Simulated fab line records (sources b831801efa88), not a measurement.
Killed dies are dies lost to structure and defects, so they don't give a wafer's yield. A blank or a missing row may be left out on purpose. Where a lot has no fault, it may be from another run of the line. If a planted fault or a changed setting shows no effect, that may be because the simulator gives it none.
Matching of chambers -- flow gf180mcu -- GF_V2_CMP_04 on cmp-01 has 4 sister chambers
The step polishes SiO2. 14 wafers are shown with their chamber, then 7 later ones without.

## WAFERS PAIRED WITH THEIR CHAMBERS
wafer,chamber,motor current A (A),time to endpoint s (s),slurry filter dp kPa (kPa)
L183.3,2,12.4,82,13.63
L183.5,0,10.6,75,13.42
L183.6,1,11.4,70,13.35
L184.2,3,12.3,79,13.26
L184.3,0,10.4,70,13.68
L184.4,2,13.6,91,13.71
L185.2,2,12.5,87,13.46
L185.4,3,11.2,78,13.39
L185.6,0,10.6,70,13.43
L195.3,3,11.3,78,13.65
L195.5,0,10.1,74,13.56
L195.6,3,11.7,88,13.46
L196.1,1,11.5,76,13.35
L196.2,3,11.9,70,13.41

SIGNATURES, as means of the wafers listed above
reading,chamber 0,chamber 1,chamber 2,chamber 3,scatter within a chamber
motor current A,10.425,11.450,12.833,11.680,0.432
time to endpoint s,72.25,73.00,86.67,78.60,4.93
slurry filter dp kPa,13.5225,13.3500,13.6000,13.4340,0.126
Rule: a wafer's distance from a chamber is the root of the sum, over the readings, of the square of ((its reading less the chamber's mean) divided by the reading's scatter). If the next closest chamber is less than 2 further off than the closest, the wafer can't be placed; otherwise it belongs to the closest. The scatter is the square root of a quotient: the sum, over the shown wafers, of each reading's squared deviation from its chamber's mean, divided by wafers minus chambers.

## WAFERS MISSING THEIR CHAMBER
wafer,motor current A (A),time to endpoint s (s),slurry filter dp kPa (kPa)
L196.4,10.1,67,13.43
L197.3,10.5,71,13.48
L197.4,12.0,78,13.25
L197.5,11.5,76,13.50
L199.2,11.7,78,13.49
L199.3,10.1,69,13.38
L199.4,13.4,94,13.28

## WHICH CHAMBER EACH ONE RAN IN
wafer,from the rows above,in truth
L196.4,can't be placed: 0 or 1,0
L197.3,0,0
L197.4,can't be placed: 3 or 1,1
L197.5,can't be placed: 3 or 1 or 0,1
L199.2,can't be placed: 3 or 1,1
L199.3,can't be placed: 0 or 1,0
L199.4,can't be placed: 2 or 3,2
Correct placement for 1 of the 7. Unplaceable from these rows: 6, with the true chamber sitting among the candidates in 6. Wrongly placed: 0.
